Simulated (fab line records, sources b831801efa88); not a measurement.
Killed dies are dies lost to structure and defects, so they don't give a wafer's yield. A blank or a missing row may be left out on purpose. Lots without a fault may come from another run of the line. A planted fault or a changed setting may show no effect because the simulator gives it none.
A sampling plan put to the test | flow gf180mcu | one fab line, 6 faults that these records tell of, each judged on the records of the lots that it struck
The plan is the line's own looks: the steps of the route at which a gauge or an inspection reads the wafer and doesn't change it. A look can be judged if struck wafers have a number there and the file gives its usual mean and standard deviation on fault-free wafers. Caught: at a look after the fault's first step, the mean of the struck wafers lies 4 or more of those standard deviations (sigma) from the usual mean. On the tool: the same test on the tool's own readings at the fault's steps. Another recipe on the struck wafers, or a record that is blank for them alone, also counts as caught.

THE FAULTS, as the simulator had put them in
1. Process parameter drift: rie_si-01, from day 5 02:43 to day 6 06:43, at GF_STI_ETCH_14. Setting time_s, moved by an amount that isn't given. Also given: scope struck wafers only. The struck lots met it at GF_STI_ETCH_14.
2. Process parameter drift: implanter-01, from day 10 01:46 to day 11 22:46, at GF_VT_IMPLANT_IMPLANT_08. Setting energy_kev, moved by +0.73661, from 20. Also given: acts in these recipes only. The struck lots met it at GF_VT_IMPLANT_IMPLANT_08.
3. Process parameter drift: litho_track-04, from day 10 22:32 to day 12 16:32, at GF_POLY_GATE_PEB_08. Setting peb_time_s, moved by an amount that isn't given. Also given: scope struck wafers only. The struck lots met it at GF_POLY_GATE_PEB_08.
4. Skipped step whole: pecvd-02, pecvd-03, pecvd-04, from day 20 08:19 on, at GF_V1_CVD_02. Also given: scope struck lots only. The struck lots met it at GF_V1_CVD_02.
5. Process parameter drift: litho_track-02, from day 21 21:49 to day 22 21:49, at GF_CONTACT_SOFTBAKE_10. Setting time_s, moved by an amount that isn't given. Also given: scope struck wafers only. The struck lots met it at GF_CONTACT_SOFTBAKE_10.
6. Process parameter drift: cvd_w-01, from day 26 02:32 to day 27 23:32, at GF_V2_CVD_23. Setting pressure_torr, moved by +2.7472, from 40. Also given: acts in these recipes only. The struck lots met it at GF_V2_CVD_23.

WHAT THE PLAN SAW
fault | on the tool itself                               | first look that catches it                      | reading, sigma | median hours from its first step to that look | hours from the fault's start to the first struck lot there | judged looks passed uncaught
1     | run_length_s -27 sigma                           | not the one look that can be judged after it    | -              | -                                             | -                                                          | 1
2     | beam_energy_keV +99 or beyond sigma              | no look after it can be judged                  | -              | -                                             | -                                                          | 0
3     | heater_power_total_W +32 sigma                   | not the one look that can be judged after it    | -              | -                                             | -                                                          | 1
4     | the tool's record is blank for the struck wafers | no look after it can be judged                  | -              | -                                             | -                                                          | 0
5     | heater_power_total_W +42 sigma                   | no look after it can be judged                  | -              | -                                             | -                                                          | 0
6     | chamber_pressure_Torr +27 sigma                  | none of the 2 looks that can be judged after it | -              | -                                             | -                                                          | 2
A dash: the fault isn't caught, or these records don't give the number.

Caught at a look: 0 of 6. Caught on the tool: 6 of 6. By one or the other: 6 of 6.
Caught on the tool alone: faults 1, 2, 3, 4, 5, 6.
